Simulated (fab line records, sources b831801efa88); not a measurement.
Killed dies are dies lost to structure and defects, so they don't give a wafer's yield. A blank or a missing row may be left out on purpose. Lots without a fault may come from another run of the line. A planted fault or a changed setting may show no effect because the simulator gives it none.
Which tool did it? | flow gf180mcu | 24 lots, 72 wafers sampled, at 5 steps of a route of 602

WHAT THE GAUGES READ, wafer by wafer
GF_V3_RS_MEAS_24: measures by four-point-probe.
lot  | measured     | on            | V3_W_RS (ohm/sq)
L074 | day 22 19:01 | film_metro-01 | 0.336 0.327 0.326
L075 | day 23 05:43 | film_metro-03 | 0.324 0.321 0.328
L077 | day 23 07:35 | film_metro-03 | 0.333 0.329 0.328
L076 | day 23 11:13 | film_metro-03 | 0.328 0.334 0.331
L078 | day 24 00:11 | film_metro-02 | 0.329 0.332 0.325
L079 | day 24 04:58 | film_metro-01 | 0.334 0.337 0.332
L080 | day 24 18:16 | film_metro-03 | 0.335 0.333 0.333
L081 | day 24 22:17 | film_metro-02 | 0.337 0.328 0.325
L082 | day 25 13:29 | film_metro-03 | 0.326 0.337 0.335
L083 | day 25 20:59 | film_metro-02 | 0.330 0.334 0.329
L084 | day 26 02:14 | film_metro-03 | 0.334 0.330 0.327
L085 | day 26 11:19 | film_metro-03 | 0.329 0.325 0.331
L086 | day 26 18:02 | film_metro-01 | 0.335 0.329 0.337
L087 | day 27 04:55 | film_metro-03 | 0.321 0.325 0.324
L089 | day 27 18:49 | film_metro-03 | 0.332 0.323 0.331
L088 | day 27 20:11 | film_metro-03 | 0.327 0.327 0.327
L091 | day 28 08:00 | film_metro-01 | 0.333 0.332 0.334
L090 | day 28 09:50 | film_metro-03 | 0.333 0.326 0.325
L092 | day 28 19:10 | film_metro-01 | 0.324 0.332 0.326
L093 | day 29 02:35 | film_metro-01 | 0.333 0.333 0.333
L095 | day 29 05:32 | film_metro-01 | 0.327 0.334 0.339
L094 | day 29 06:24 | film_metro-03 | 0.326 0.322 0.332
L096 | day 29 16:28 | film_metro-03 | 0.331 0.323 0.334
L097 | day 30 00:11 | film_metro-03 | 0.333 0.333 0.323

GF_V3_THK_MEAS_25: measures by xrf.
lot  | measured     | on            | V3_W_THK (nm)
L074 | day 22 19:08 | film_metro-01 | 345 353 354
L075 | day 23 05:49 | film_metro-03 | 358 361 353
L077 | day 23 07:41 | film_metro-03 | 349 352 356
L076 | day 23 11:19 | film_metro-03 | 351 348 350
L078 | day 24 00:18 | film_metro-02 | 347 345 350
L079 | day 24 05:04 | film_metro-01 | 347 342 348
L080 | day 24 18:21 | film_metro-03 | 347 349 351
L081 | day 24 22:24 | film_metro-02 | 337 349 350
L082 | day 25 13:36 | film_metro-03 | 360 348 349
L083 | day 25 21:05 | film_metro-02 | 353 353 355
L084 | day 26 02:22 | film_metro-03 | 352 356 359
L085 | day 26 11:26 | film_metro-03 | 353 360 353
L086 | day 26 18:09 | film_metro-01 | 340 347 337
L087 | day 27 05:01 | film_metro-03 | 364 359 360
L089 | day 27 18:55 | film_metro-03 | 353 364 353
L088 | day 27 20:17 | film_metro-03 | 357 357 359
L091 | day 28 08:07 | film_metro-01 | 347 348 345
L090 | day 28 09:57 | film_metro-03 | 352 359 360
L092 | day 28 19:16 | film_metro-01 | 355 346 357
L093 | day 29 02:42 | film_metro-01 | 348 348 349
L095 | day 29 05:39 | film_metro-01 | 356 349 342
L094 | day 29 06:31 | film_metro-03 | 359 365 356
L096 | day 29 16:35 | film_metro-03 | 355 365 352
L097 | day 30 00:17 | film_metro-03 | 353 352 364

GF_V4_THK_MEAS_01.
lot  | measured     | on            | V4_CVD_00_THK (nm)
L074 | day 23 19:02 | film_metro-02 | 601 591 593
L075 | day 24 05:41 | film_metro-04 | 595 608 607
L077 | day 24 07:23 | film_metro-04 | 604 592 597
L076 | day 24 11:34 | film_metro-01 | 593 593 596
L078 | day 24 23:42 | film_metro-02 | 602 595 597
L079 | day 25 04:59 | film_metro-02 | 607 607 603
L080 | day 25 17:55 | film_metro-01 | 608 612 601
L081 | day 25 21:19 | film_metro-02 | 596 610 601
L082 | day 26 12:16 | film_metro-02 | 598 585 592
L083 | day 26 19:28 | film_metro-02 | 606 610 603
L084 | day 27 00:53 | film_metro-01 | 591 596 610
L085 | day 27 09:20 | film_metro-01 | 599 605 605
L086 | day 27 16:02 | film_metro-02 | 593 602 595
L087 | day 28 02:55 | film_metro-02 | 600 582 604
L089 | day 28 15:42 | film_metro-04 | 606 591 596
L088 | day 28 17:27 | film_metro-01 | 597 592 598
L091 | day 29 05:09 | film_metro-04 | 602 596 595
L090 | day 29 06:41 | film_metro-01 | 606 591 599
L092 | day 29 15:57 | film_metro-04 | 613 605 594
L093 | day 29 22:44 | film_metro-04 | 591 605 604
L095 | day 30 01:47 | film_metro-02 | 585 601 598
L094 | day 30 03:17 | film_metro-01 | 599 611 608
L096 | day 30 12:14 | film_metro-01 | 594 600 594
L097 | day 30 19:47 | film_metro-01 | 591 594 597

WHICH TOOL RAN EACH LOT (tool, then ch and the chambers of the sampled wafers, then the start)
lot  | GF_V3_ETCH_17                                 | GF_M4_SPUTTER_03
L074 | rie_diel-04 ch 1,2,3, day 22 19:01 or earlier | pvd_sputter-03, day 22 19:40
L075 | rie_diel-02 ch 1,3, day 23 05:43 or earlier   | pvd_sputter-01, day 23 06:20
L077 | rie_diel-04 ch 0,1,3, day 23 07:35 or earlier | pvd_sputter-02, day 23 08:13
L076 | rie_diel-04 ch 0,1,2, day 23 11:13 or earlier | pvd_sputter-02, day 23 11:50
L078 | rie_diel-02 ch 0,3, day 24 00:11 or earlier   | pvd_sputter-03, day 24 00:49
L079 | rie_diel-02 ch 0,1,2, day 24 04:58 or earlier | pvd_sputter-02, day 24 05:34
L080 | rie_diel-01 ch 2,3, day 24 18:16 or earlier   | pvd_sputter-02, day 24 18:50
L081 | rie_diel-04 ch 0,1,3, day 24 22:17 or earlier | pvd_sputter-03, day 24 23:04
L082 | rie_diel-01 ch 1,2, day 25 13:29 or earlier   | pvd_sputter-01, day 25 14:07
L083 | rie_diel-02 ch 0,1,3, day 25 20:59 or earlier | pvd_sputter-01, day 25 21:34
L084 | rie_diel-02 ch 0,1,3, day 26 02:14 or earlier | pvd_sputter-02, day 26 02:53
L085 | rie_diel-04 ch 0,1, day 26 11:19 or earlier   | pvd_sputter-01, day 26 11:58
L086 | rie_diel-04 ch 1,2,3, day 26 18:02 or earlier | pvd_sputter-01, day 26 18:40
L087 | rie_diel-01 ch 0,3, day 27 04:55 or earlier   | pvd_sputter-03, day 27 05:31
L089 | rie_diel-04 ch 1,2, day 27 18:49 or earlier   | pvd_sputter-01, day 27 19:26
L088 | rie_diel-04 ch 2,3, day 27 20:11 or earlier   | pvd_sputter-02, day 27 20:48
L091 | rie_diel-04 ch 0,1,3, day 28 08:00 or earlier | pvd_sputter-01, day 28 08:37
L090 | rie_diel-01 ch 0,2,3, day 28 09:50 or earlier | pvd_sputter-03, day 28 10:28
L092 | rie_diel-02 ch 0,1,2, day 28 19:10 or earlier | pvd_sputter-02, day 28 19:46
L093 | rie_diel-04 ch 0,3, day 29 02:35 or earlier   | pvd_sputter-02, day 29 03:13
L095 | rie_diel-02 ch 1,2,3, day 29 05:32 or earlier | pvd_sputter-02, day 29 06:10
L094 | rie_diel-04 ch 1,3, day 29 06:24 or earlier   | pvd_sputter-01, day 29 07:02
L096 | rie_diel-02 ch 1,3, day 29 16:28 or earlier   | pvd_sputter-03, day 29 17:07
L097 | rie_diel-02 ch 0,1, day 30 00:11 or earlier   | pvd_sputter-01, day 30 00:48
- GF_V3_ETCH_17: etches SiO2 in C4F8/O2/Ar, stops on TiN, target depth 635 nm.
- GF_M4_SPUTTER_03: material Ti, target thk 10 nm, time 6.7 s.

WHAT THE TOOLS THEMSELVES READ (means of the sampled wafers that have a number; where no wafer has one, the mark that the record gives instead)
GF_V3_ETCH_17.
lot  | tool        | oes_product_au (a.u.)
L074 | rie_diel-04 | 0.857
L075 | rie_diel-02 | 0.854
L077 | rie_diel-04 | 0.855
L076 | rie_diel-04 | 0.856
L078 | rie_diel-02 | 0.857
L079 | rie_diel-02 | 0.855
L080 | rie_diel-01 | 0.854
L081 | rie_diel-04 | 0.857
L082 | rie_diel-01 | 0.858
L083 | rie_diel-02 | 0.850
L084 | rie_diel-02 | 0.853
L085 | rie_diel-04 | 0.853
L086 | rie_diel-04 | 0.856
L087 | rie_diel-01 | 0.861
L089 | rie_diel-04 | 0.855
L088 | rie_diel-04 | 0.853
L091 | rie_diel-04 | 0.860
L090 | rie_diel-01 | 0.859
L092 | rie_diel-02 | 0.859
L093 | rie_diel-04 | 0.860
L095 | rie_diel-02 | 0.854
L094 | rie_diel-04 | 0.860
L096 | rie_diel-02 | 0.854
L097 | rie_diel-02 | 0.855

GF_M4_SPUTTER_03.
lot  | tool           | throttle_valve_pct (%)
L074 | pvd_sputter-03 | 29.6
L075 | pvd_sputter-01 | 30.4
L077 | pvd_sputter-02 | 29.6
L076 | pvd_sputter-02 | 30.5
L078 | pvd_sputter-03 | 29.5
L079 | pvd_sputter-02 | 30.8
L080 | pvd_sputter-02 | 28.8
L081 | pvd_sputter-03 | 29.5
L082 | pvd_sputter-01 | 30.1
L083 | pvd_sputter-01 | 29.6
L084 | pvd_sputter-02 | 30.0
L085 | pvd_sputter-01 | 30.3
L086 | pvd_sputter-01 | 29.5
L087 | pvd_sputter-03 | 30.0
L089 | pvd_sputter-01 | 30.1
L088 | pvd_sputter-02 | 29.0
L091 | pvd_sputter-01 | 30.1
L090 | pvd_sputter-03 | 29.5
L092 | pvd_sputter-02 | 30.2
L093 | pvd_sputter-02 | 29.8
L095 | pvd_sputter-02 | 29.7
L094 | pvd_sputter-01 | 28.4
L096 | pvd_sputter-03 | 29.4
L097 | pvd_sputter-01 | 31.1

THE ANSWER, worked out from the rows above alone
Rule: what is usual is taken from the lots themselves. Put in order of their means at a reading, lots are off if they are a third of the lots or fewer, leave a main group of 4 or more, and stand apart from it by a gap of 3 or more times the standard deviation of the main group's means; of several such gaps the widest counts. A main group whose means are all the same, to the digits that the tables above print for the reading, isn't used. A lot without any number at a reading at which 4 lots or more have one is off too. The other lots that the step has rows for count as sound. The gauges are gone through in route order, then the tools' own readings, and for those a lot's mean is taken as printed above. The first step at which some lot is off is used, and at that step the reading that is off furthest; a lot without a number counts as furthest.
No lot is off at any reading shown: from this, nothing can be told.

WHAT THE SIMULATOR HAD PUT IN
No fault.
